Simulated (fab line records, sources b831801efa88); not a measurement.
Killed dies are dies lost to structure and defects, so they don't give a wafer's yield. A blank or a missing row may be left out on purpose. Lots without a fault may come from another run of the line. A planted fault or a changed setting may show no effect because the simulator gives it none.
fab line records | flow sky130
record lots=7 wafers=19 last_day=49
route steps=708 shown METAL4@627 VIA4@639 PAD_OPEN@708
lots that met no fault: from a run of the same line without faults
start_h: hours from the record's first day to the start of the lot's first wafer shown | wait_h: hours since the lot's step before | " the same as in the row above | L1.1+2: a row that stands for several wafers | - no value, or no start given | * or withheld: withheld | < > ~ a bound
route shown NAME@n: a module of which the file shows steps, and the number in the route of the first | usual: mean/standard deviation of fault-free wafers | same: alike in all rows | chamber/n: place in a boat | sites: the reading at each site | _std_site: their standard deviation | _edge_site: outer sites' mean less inner sites' | radius_mm: how far each site lies from the wafer's centre | mask NAME#n: copy n | behind: the tool/chamber that last shaped the wafer | hold: why the lot was held/for how many hours/how that ended | device: the transistor (n, p or np) that didn't switch | end of line: the same wafers' tests at the end of the route | a step without rows: its recipe alone | killed: dies lost to structure and defects at the first sort, not the wafer's yield | map: a wafer's dies, x killed, . not, _ none there
set.NAME: the setting as run; set.NAME@STEP: as run at that earlier step | model.NAME: the simulator's own value behind a step, which no gauge read
lots at some steps of the route; a table a step, a row a wafer
services: from which hour (start_h, from the record's first day; less than 0 if before it) a tool's chamber was out of use, for how many hours, and why
## steps
# step SKY_METAL4_PEB_11
# recipe peb_temp_c=withheld peb_time_s=withheld resist=KrF-thick
# step SKY_METAL4_DEVELOP_12
# recipe develop_time_s=60 resist=KrF-thick dev_temp_c=21
# step SKY_METAL4_CD_MEAS_13
# recipe target_cd_nm=300
# usual cd_nm=299.5/1.3
# columns lot.wafer tool chamber start_h wait_h cd_nm
L803.1 cd_sem-01 - 968.47 - 297.7
L803.4 " - " " 298.3
L803.6 " - " " 299.5
L814.1 cd_sem-01 - 1049.87 - 299.5
L814.4 " - " " 301.3
L815.1 cd_sem-01 - 1050.45 - 297.9
L815.5 " - " " 299.7
L816.1 cd_sem-02 - 1057.95 - 299.8
L816.3 " - " " 301.2
L816.6 " - " " 300.3
L818.2 cd_sem-02 - 1065.62 - 299.7
L818.4 " - " " 299.7
L818.6 " - " " 298.8
L819.1 cd_sem-01 - 1069.45 - 298.7
L819.2 " - " " 299.1
L819.5 " - " " 299.0
L822.1 cd_sem-02 - 1094.18 - 300.3
L822.4 " - " " 300.0
L822.5 " - " " 300.2
# step SKY_METAL4_OVL_MEAS_14
# usual METAL4_OVL=1/6.1
# columns lot.wafer tool chamber start_h wait_h METAL4_OVL[nm]
L803.1 overlay-02 - 968.59 0.1 0
L803.4 " - " " 9
L803.6 " - " " 0
L814.1 overlay-01 - 1049.99 0.1 5
L814.4 " - " " 4
L815.1 overlay-01 - 1050.57 0.1 3
L815.5 " - " " 11
L816.1 overlay-01 - 1058.07 0.1 -1
L816.3 " - " " -6
L816.6 " - " " 7
L818.2 overlay-02 - 1065.73 0.1 -1
L818.4 " - " " 0
L818.6 " - " " -5
L819.1 overlay-02 - 1069.57 0.1 -8
L819.2 " - " " 4
L819.5 " - " " -9
L822.1 overlay-01 - 1094.30 0.1 -4
L822.4 " - " " 5
L822.5 " - " " -3
# step SKY_METAL4_DESCUM_15
# recipe chemistry=O2 source_power_w=150 bias_power_w=0 pressure_mtorr=10 temp_c=40 time_s=8
# step SKY_METAL4_ETCH_16
# recipe chemistry=N2/H2 target=BARC ion_energy_ev=200 bias_w=100 pressure_mtorr=30 n2_flow_sccm=100 h2_flow_sccm=200 icp_w=500 stop_on=SiO2 time_s=88.2 target_depth_a=600
# usual drypump_motor_current_A=6.1/0.39 oes_product_au=0.625/0.0045 throttle_valve_pct=13.205/0.0091
# columns lot.wafer tool chamber start_h wait_h drypump_motor_current_A oes_product_au rf_hours_counter_h throttle_valve_pct
L803.1 rie_metal-02 0 968.66 0.0 5.7 0.622 7 13.196
L803.4 " 0 " " 5.7 0.626 - 13.207
L803.6 " 0 " " 5.7 0.631 - 13.216
L814.1 rie_metal-01 1 1050.06 0.0 6.6 0.624 27 13.200
L814.4 " 1 " " 6.6 0.622 - 13.195
L815.1 rie_metal-02 0 1050.64 0.0 5.7 0.629 13 13.208
L815.5 " 0 " " 5.7 0.625 - 13.204
L816.1 rie_metal-03 0 1058.14 0.0 5.8 0.634 1 13.219
L816.3 " 1 " " 6.5 0.627 - 13.210
L816.6 " 1 " " 6.5 0.626 - 13.202
L818.2 rie_metal-01 1 1065.79 0.0 6.6 0.630 28 13.207
L818.4 " 1 " " 6.6 0.631 - 13.197
L818.6 " 1 " " 6.6 0.620 - 13.204
L819.1 rie_metal-03 0 1069.64 0.0 5.8 0.624 2 13.197
L819.2 " 1 " " 6.6 0.620 10 13.200
L819.5 " 0 " " 5.8 0.629 - 13.197
L822.1 rie_metal-01 0 1094.39 0.1 6.0 0.620 21 13.215
L822.4 " 0 " " 6.0 0.620 - 13.197
L822.5 " 0 " " 6.0 0.619 - 13.208
# step SKY_METAL4_ETCH_17
# recipe target=SiO2 stop_on=TiN chemistry=C4F8/O2/Ar source_w=1500 bias_w=1200 pressure_mtorr=40 c4f8_flow_sccm=withheld O2_flow_sccm=6 Ar_flow_sccm=300 time_s=3.9 target_depth_a=150
# usual oes_product_au=0.761/0.0076
# columns lot.wafer tool chamber start_h wait_h oes_product_au rf_hours_counter_h
L803.1 rie_diel-02 2 968.76 0.1 0.754 11
L803.4 " 1 " " 0.762 9
L803.6 " 2 " " 0.760 -
L814.1 rie_diel-04 3 1050.16 0.1 0.752 13
L814.4 " 1 " " 0.760 18
L815.1 rie_diel-01 3 1050.74 0.1 0.755 5
L815.5 " 2 " " 0.767 -
L816.1 rie_diel-01 1 1058.24 0.1 0.759 9
L816.3 " 0 " " 0.766 6
L816.6 " 3 " " 0.771 -
L818.2 rie_diel-04 3 1065.89 0.1 0.756 14
L818.4 " 2 " " 0.761 23
L818.6 " 2 " " 0.761 -
L819.1 rie_diel-02 3 1069.74 0.1 0.766 6
L819.2 " 2 " " 0.762 14
L819.5 " 1 " " 0.771 -
L822.1 rie_diel-04 3 1094.59 0.2 0.766 14
L822.4 " 1 " " 0.757 19
L822.5 " 0 " " 0.765 -
# step SKY_METAL4_METAL_ETCH_18
# recipe target_depth_a=8450 stop_on=SiO2 over_etch_frac=0.3 time_s=183.1 chemistry=Cl2/BCl3 resist_sidewall_deg=88 pressure_mtorr=10 icp_w=900 bias_w=48.5 Cl2_flow_sccm=60 bcl3_flow_sccm=30
# usual drypump_motor_current_A=6.1/0.4 oes_product_au=0.866/0.0067 throttle_valve_pct=22.263/0.0083
# columns lot.wafer tool chamber start_h wait_h drypump_motor_current_A oes_product_au rf_hours_counter_h throttle_valve_pct
L803.1 rie_metal-01 0 968.78 0.0 6.0 0.864 11 22.264
L803.4 " 0 " " 6.0 0.862 - 22.270
L803.6 " 0 " " 6.0 0.876 - 22.267
L814.1 rie_metal-03 1 1050.18 0.0 6.5 0.869 9 22.257
L814.4 " 0 " " 5.8 0.868 - 22.272
L815.1 rie_metal-01 1 1050.76 0.0 6.6 0.860 27 22.274
L815.5 " 1 " " 6.6 0.863 - 22.259
L816.1 rie_metal-02 0 1058.26 0.0 5.7 0.873 13 22.280
L816.3 " 0 " " 5.7 0.870 - 22.259
L816.6 " 1 " " 5.6 0.868 - 22.267
L818.2 rie_metal-03 0 1065.91 0.0 5.8 0.859 2 22.258
L818.4 " 1 " " 6.5 0.868 - 22.255
L818.6 " 1 " " 6.5 0.867 - 22.260
L819.1 rie_metal-01 1 1069.76 0.0 6.6 0.866 28 22.265
L819.2 " 0 " " 6.0 0.857 17 22.261
L819.5 " 1 " " 6.6 0.871 - 22.260
L822.1 rie_metal-03 1 1094.61 0.0 6.5 0.864 12 22.276
L822.4 " 0 " " 5.8 0.864 - 22.265
L822.5 " 1 " " 6.5 0.864 - 22.275
# step SKY_METAL4_STRIP_19
# recipe chemistry=O2/N2 power_w=1400 pressure_mtorr=1500 platen_temp_c=withheld o2_flow_sccm=3000 n2_flow_sccm=300 overash_fraction=0.5
# usual drypump_motor_current_A=5.8/0.49 oes_product_au=0.501/0.0067 strip_time_to_endpoint_s=6.50/0.13
# columns lot.wafer tool chamber start_h wait_h drypump_motor_current_A oes_product_au rf_hours_counter_h strip_time_to_endpoint_s
L803.1 plasma_asher-03 1 968.96 0.1 5.8 0.509 21 6.68
L803.4 " 1 " " 5.8 0.514 - 6.68
L803.6 " 1 " " 5.8 0.516 - 6.69
L814.1 plasma_asher-03 1 1050.36 0.1 5.8 0.499 30 6.33
L814.4 " 1 " " 5.8 0.504 - 6.46
L815.1 plasma_asher-01 0 1050.93 0.1 6.0 0.494 96 6.45
L815.5 " 0 " " 6.0 0.498 - 6.43
L816.1 plasma_asher-01 0 1058.43 0.1 6.0 0.498 96 6.52
L816.3 " 1 " " 5.3 0.498 - 6.49
L816.6 " 1 " " 5.3 0.493 - 6.45
L818.2 plasma_asher-04 1 1066.08 0.1 5.0 0.501 0 6.53
L818.4 " 0 " " 6.7 0.501 - 6.46
L818.6 " 0 " " 6.7 0.500 - 6.46
L819.1 plasma_asher-04 0 1069.93 0.1 6.7 0.492 1 6.39
L819.2 " 1 " " 5.0 0.503 1 6.80
L819.5 " 0 " " 6.7 0.497 - 6.38
L822.1 plasma_asher-04 0 1094.79 0.1 6.7 0.499 4 6.35
L822.4 " 0 " " 6.7 0.500 - 6.52
L822.5 " 1 " " 5.0 0.502 - 6.36
# step SKY_METAL4_STRIP_20
# recipe chemistry=post_etch_residue_remover time_s=1200 temp_c=72.5
# step SKY_METAL4_CLEAN_21
# recipe chemistry=IPA time_s=180 temp_c=25
# step SKY_METAL4_CLEAN_22
# recipe chemistry=O3/DIW dry=n2_spin
# step SKY_VIA4_HDPCVD_00
# recipe material=SiO2 target_thk_nm=1750 sigma_open_frac=0.3 time_s=291.7 temp_c=400 sih4_flow_sccm=60 pressure_mtorr=6
# usual pressure_mtorr=6.001/0.012
# columns lot.wafer tool chamber start_h wait_h pressure_mtorr model.SiO2_of_VIA4_HDPCVD_00.thk_nm
L803.1 hdpcvd-01 0 969.56 0.0 5.974 1771
L803.4 " 0 " " 5.984 1768
L803.6 " 1 " " 6.009 1725
L814.1 hdpcvd-01 2 1050.95 0.0 6.005 1229
L814.4 " 2 " " 6.003 1702
L815.1 hdpcvd-01 0 1051.53 0.0 6.010 1303
L815.5 " 0 " " 6.008 1320
L816.1 hdpcvd-01 0 1059.03 0.0 5.987 1293
L816.3 " 1 " " 5.984 1731
L816.6 " 1 " " 5.992 1735
L818.2 hdpcvd-02 2 1066.75 0.0 6.018 1743
L818.4 " 2 " " 6.000 1739
L818.6 " 0 " " 5.988 1771
L819.1 hdpcvd-02 1 1070.53 0.0 5.990 1733
L819.2 " 0 " " 6.002 1760
L819.5 " 0 " " 6.018 1760
L822.1 hdpcvd-02 0 1095.43 0.0 6.010 1760
L822.4 " 0 " " 6.017 1755
L822.5 " 1 " " 5.972 1726
# step SKY_VIA4_THK_MEAS_01
# recipe reads=SiO2_of_VIA4_HDPCVD_00
# usual VIA4_HDPCVD_THK=1736/31
# columns lot.wafer tool chamber start_h wait_h VIA4_HDPCVD_THK[nm]
L803.1 film_metro-04 - 969.74 0.1 1770
L803.4 " - " " 1767
L803.6 " - " " 1726
L814.1 film_metro-01 - 1051.13 0.1 1229
L814.4 " - " " 1703
L815.1 film_metro-02 - 1051.71 0.1 1304
L815.5 " - " " 1319
L816.1 film_metro-04 - 1059.20 0.1 1293
L816.3 " - " " 1732
L816.6 " - " " 1735
L818.2 film_metro-04 - 1066.94 0.1 1744
L818.4 " - " " 1741
L818.6 " - " " 1771
L819.1 film_metro-01 - 1070.71 0.1 1734
L819.2 " - " " 1760
L819.5 " - " " 1759
L822.1 film_metro-02 - 1095.61 0.1 1761
L822.4 " - " " 1755
L822.5 " - " " 1727
# step SKY_VIA4_CMP_02
# recipe material=SiO2 down_force_psi=4 platen_rpm=60 pad_velocity_m_s=0.94248
# usual head_pressure_psi=3.999/0.0088 motor_current_A=12.0/1.3
# columns lot.wafer tool chamber start_h wait_h head_pressure_psi motor_current_A
L803.1 cmp-02 2 969.80 0.1 4.010 11.3
L803.4 " 0 " " 4.003 11.0
L803.6 " 2 " " 4.002 11.7
L814.4 cmp-02 1 1051.19 0.0 3.992 9.2
L814.1 " 3 " " 3.992 12.1
L815.1 cmp-01 3 1051.92 0.2 4.016 11.2
L815.5 " 0 " " 4.010 14.1
L816.1 cmp-01 1 1059.31 0.1 3.986 11.6
L816.3 " 2 " " 3.984 13.2
L816.6 " 1 " " 3.988 11.5
L818.4 cmp-01 0 1068.51 1.5 3.997 13.4
L818.2 " 1 " " 3.980 11.3
L818.6 " 3 " " 3.993 10.9
L819.2 cmp-01 3 1072.66 1.9 4.013 11.2
L819.1 " 2 " " 4.010 13.5
L819.5 " 0 " " 4.005 13.8
L822.1 cmp-01 1 1095.72 0.1 3.990 10.7
L822.4 " 3 " " 4.010 11.2
L822.5 " 1 " " 4.008 12.0
# step SKY_PAD_OPEN_PROBE_99
# usual defect_limited_yield=82.2/1.8 killed_at_M0_to_M3=42/6.1 killed_at_M4_up=3.3/1.7 killed_at_contacts=25/5.4 killed_at_front_end=16/4.6 killed_at_other=0.4/0.55 killed_dies=87/8.8 killed_open=47/7.1 killed_short=40/5.8
# same gross_dies=492 killed_at_back_side=0
# columns lot.wafer tool chamber start_h wait_h defect_limited_yield[%] killed_at_M0_to_M3 killed_at_M4_up killed_at_contacts killed_at_front_end killed_at_other killed_dies killed_open killed_short model.etest.tester.sort_n_pass model.etest.tester.sort_yield_pct model.etest.tester.sort_bin_3_pct model.etest.met5_comb.leak_log10_a_um model.etest.tester.sort_bin_4_pct
L803.4 prober-02 - 1067.39 0.2 83.1 41 4 20 18 0 83 46 37 409 83.13 0.4065 -12.18 0
L803.6 prober-02 - 1067.49 0.2 82.5 54 0 25 6 1 86 51 35 406 82.52 0.813 -12.08 0
L814.1 prober-02 - 1138.55 0.1 78.9 45 4 35 19 1 104 58 45 248 50.41 29.06 -7.141 2.073e-14
L814.4 prober-02 - 1138.70 0.2 80.7 52 0 34 9 0 95 55 40 397 80.69 0.813 -11.96 0
L815.1 prober-02 - 1138.85 0.2 85.8 37 2 21 10 0 70 34 36 370 75.2 10.98 -8.624 0
L815.5 prober-02 - 1139.05 0.3 81.9 45 6 28 10 0 89 53 36 385 78.25 4.026 -9.878 1.083e-11
L816.1 prober-01 - 1142.29 0.1 81.5 38 1 33 18 1 91 48 43 324 65.85 16.87 -8.008 0
L816.3 prober-01 - 1142.39 0.2 83.5 41 6 30 4 0 81 49 32 411 83.54 0.813 -12.06 0
L816.6 prober-01 - 1142.54 0.2 80.1 43 3 31 21 0 98 56 42 394 80.08 0.4065 -12.2 0
L818.2 prober-01 - 1152.99 0.1 80.3 51 4 28 14 0 97 50 47 395 80.28 0.813 -12.1 0
L818.4 prober-01 - 1153.09 0.2 83.3 43 5 19 15 0 82 43 38 410 83.33 1.016 -11.95 0
L818.6 prober-01 - 1153.19 0.2 83.3 44 4 17 17 0 82 42 38 410 83.33 0.813 -11.94 0
L819.1 prober-01 - 1156.41 0.1 84.1 41 2 24 11 0 78 42 36 414 84.15 0.813 -11.98 0
L819.2 prober-01 - 1156.46 0.1 81.1 37 6 34 16 0 93 53 40 399 81.1 0.813 -12.02 0
L819.5 prober-01 - 1156.61 0.2 82.3 44 2 23 18 0 87 57 30 405 82.32 1.423 -12.06 0
L822.1 prober-01 - 1176.05 0.1 85.2 33 2 21 17 0 73 32 41 419 85.16 0.813 -11.94 0
L822.4 prober-01 - 1176.20 0.2 82.9 40 6 28 10 0 84 47 35 408 82.93 0 -11.98 0
L822.5 prober-01 - 1176.25 0.2 80.7 45 4 21 25 0 95 42 53 397 80.69 0.4065 -11.94 0
# killed by level:class
L803.4 VIA1:geometric_particle:open=10 VIA1:geometric_particle:short=9 VIA3:geometric_particle:open=7 LI_CONTACT:geometric_particle:open=6 SPACER:geometric_particle:open=6 LOCAL_INTERCONNECT:geometric_particle:short=5 METAL1:geometric_particle:short=5 CONTACT:geometric_particle:open=5
L803.6 VIA1:geometric_particle:open=18 LI_CONTACT:geometric_particle:open=8 CONTACT:geometric_particle:open=8 METAL3:geometric_particle:short=6 VIA3:geometric_particle:open=6 VIA1:geometric_particle:short=5 VIA2:geometric_particle:open=5 VIA2:geometric_particle:short=4
L814.1 VIA1:geometric_particle:open=13 CONTACT:geometric_particle:short=10 LI_CONTACT:geometric_particle:open=10 CONTACT:geometric_particle:open=9 VIA3:geometric_particle:open=6 FIELD_ISO:geometric_particle:open=5 POLY_GATE:geometric_particle:open=5 VIA2:geometric_particle:open=5
L814.4 CONTACT:geometric_particle:open=15 VIA1:geometric_particle:short=9 VIA2:geometric_particle:open=8 LI_CONTACT:geometric_particle:open=7 VIA1:geometric_particle:open=7 METAL1:geometric_particle:short=6 VIA3:geometric_particle:open=6 LOCAL_INTERCONNECT:geometric_particle:short=5
L815.1 METAL2:geometric_particle:short=8 CONTACT:geometric_particle:open=8 VIA1:geometric_particle:open=7 VIA3:geometric_particle:open=6 LI_CONTACT:geometric_particle:open=5 LOCAL_INTERCONNECT:geometric_particle:short=4 METAL3:geometric_particle:short=4 FIELD_ISO:geometric_particle:short=3
L815.5 VIA1:geometric_particle:open=15 VIA1:geometric_particle:short=7 VIA3:geometric_particle:open=7 CONTACT:geometric_particle:open=7 LI_CONTACT:geometric_particle:open=6 LOCAL_INTERCONNECT:geometric_particle:short=6 CONTACT:geometric_particle:short=5 VIA2:geometric_particle:open=5
L816.1 CONTACT:geometric_particle:open=12 LI_CONTACT:geometric_particle:open=9 METAL2:geometric_particle:short=9 VIA1:geometric_particle:open=5 VIA1:geometric_particle:short=5 FIELD_ISO:geometric_particle:short=4 POLY_GATE:geometric_particle:open=4 POLY_GATE:geometric_particle:short=4
L816.3 VIA1:geometric_particle:open=11 LI_CONTACT:geometric_particle:open=9 VIA3:geometric_particle:open=7 LOCAL_INTERCONNECT:geometric_particle:short=6 CONTACT:geometric_particle:open=6 METAL1:geometric_particle:short=6 LI_CONTACT:geometric_particle:short=4 METAL2:geometric_particle:short=4
L816.6 LI_CONTACT:geometric_particle:open=12 CONTACT:geometric_particle:open=12 VIA1:geometric_particle:open=11 POLY_GATE:geometric_particle:short=7 POLY_GATE:geometric_particle:open=6 METAL2:geometric_particle:short=5 VIA3:geometric_particle:short=5 METAL1:geometric_particle:short=4
L818.2 CONTACT:geometric_particle:open=11 POLY_GATE:geometric_particle:short=8 LI_CONTACT:geometric_particle:open=8 METAL1:geometric_particle:short=8 METAL2:geometric_particle:short=8 VIA1:geometric_particle:open=8 VIA3:geometric_particle:open=7 VIA1:geometric_particle:short=6
L818.4 VIA1:geometric_particle:open=10 LI_CONTACT:geometric_particle:open=7 VIA3:geometric_particle:open=7 VIA2:geometric_particle:open=7 POLY_GATE:geometric_particle:short=5 CONTACT:geometric_particle:open=5 METAL1:geometric_particle:short=5 VIA1:geometric_particle:short=4
L818.6 VIA1:geometric_particle:open=9 VIA3:geometric_particle:open=6 METAL2:geometric_particle:short=5 VIA1:geometric_particle:short=5 LI_CONTACT:geometric_particle:open=4 POLY_GATE:geometric_particle:short=4 LOCAL_INTERCONNECT:geometric_particle:short=4 VIA2:geometric_particle:open=4
L819.1 CONTACT:geometric_particle:open=13 VIA1:geometric_particle:open=12 VIA1:geometric_particle:short=6 METAL2:geometric_particle:short=5 LI_CONTACT:geometric_particle:open=4 VIA2:geometric_particle:open=4 CONTACT:geometric_particle:short=4 METAL1:geometric_particle:short=4
L819.2 CONTACT:geometric_particle:open=12 LI_CONTACT:geometric_particle:open=9 CONTACT:geometric_particle:short=8 VIA1:geometric_particle:open=8 FIELD_ISO:geometric_particle:open=7 VIA1:geometric_particle:short=5 VIA3:geometric_particle:open=5 METAL4:geometric_particle:short=5
L819.5 VIA1:geometric_particle:open=11 CONTACT:geometric_particle:open=10 LI_CONTACT:geometric_particle:open=8 VIA3:geometric_particle:open=8 FIELD_ISO:geometric_particle:open=7 VIA2:geometric_particle:open=6 METAL2:geometric_particle:short=5 VIA1:geometric_particle:short=4
L822.1 VIA1:geometric_particle:open=9 FIELD_ISO:geometric_particle:open=6 CONTACT:geometric_particle:short=6 LI_CONTACT:geometric_particle:open=6 VIA1:geometric_particle:short=6 METAL2:geometric_particle:short=5 FIELD_ISO:geometric_particle:short=4 LI_CONTACT:geometric_particle:short=4
L822.4 CONTACT:geometric_particle:open=9 VIA1:geometric_particle:open=8 VIA2:geometric_particle:open=7 VIA3:geometric_particle:open=7 LI_CONTACT:geometric_particle:short=6 CONTACT:geometric_particle:short=6 VIA2:geometric_particle:short=6 LI_CONTACT:geometric_particle:open=5
L822.5 VIA1:geometric_particle:open=10 POLY_GATE:geometric_particle:short=8 LI_CONTACT:geometric_particle:open=7 METAL1:geometric_particle:short=7 FIELD_ISO:geometric_particle:open=6 METAL2:geometric_particle:short=6 FIELD_ISO:geometric_particle:short=5 VIA1:geometric_particle:short=5
## services
# columns tool chamber start_h hours kind
hdpcvd-01 - 950.25 15.0 pm
rie_diel-01 - 953.66 0.3 repair
plasma_asher-01 - 955.61 2.8 pm
cmp-02 - 956.47 1.6 repair
plasma_asher-01 - 958.36 11.7 pm
hdpcvd-01 1 988.52 4.8 repair
rie_diel-04 1 991.38 3.7 repair
hdpcvd-01 0 992.06 7.5 repair
cmp-02 - 992.42 0.3 repair
rie_metal-03 0 996.31 5.4 repair
rie_diel-02 - 1019.62 0.9 repair
cmp-01 - 1019.92 0.7 repair
rie_diel-04 1 1020.80 5.2 repair
rie_diel-04 3 1023.52 9.2 repair
hdpcvd-02 2 1035.53 21.3 repair
plasma_asher-04 - 1036.24 4.3 repair
rie_metal-03 0 1041.34 3.8 repair
rie_diel-04 - 1043.00 2.8 pm
rie_metal-02 - 1053.66 0.8 repair
plasma_asher-04 - 1055.25 9.0 pm
rie_metal-01 - 1056.73 2.8 pm
rie_metal-01 1 1073.70 4.2 repair
plasma_asher-04 - 1086.36 1.0 repair
cmp-01 - 1088.47 4.0 pm
## key
first_sign step=SKY_VIA4_THK_MEAS_01 reading=VIA4_HDPCVD_THK direction=down sigmas=15 usual=1736 struck=1286
effect none on later readings
model_effect step=SKY_VIA4_HDPCVD_00 value=SiO2_of_VIA4_HDPCVD_00.thk_nm without=1746 struck=1286
model_effect step=SKY_PAD_OPEN_PROBE_99 value=etest.tester.sort_n_pass without=403.5 struck=331.8
met_at SKY_VIA4_HDPCVD_00
struck_wafers L814.1,L815.1,L815.5,L816.1
onset_between 969.56 1050.95
fault kind=process_parameter_drift tool=hdpcvd-01 chamber=- onset_h=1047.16 steps=SKY_VIA4_HDPCVD_00 channel=target_thk_nm offset=-459.39 shape=step end_h=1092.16 scope=struck_wafers_only acts_in=these_recipes_only stated=1750
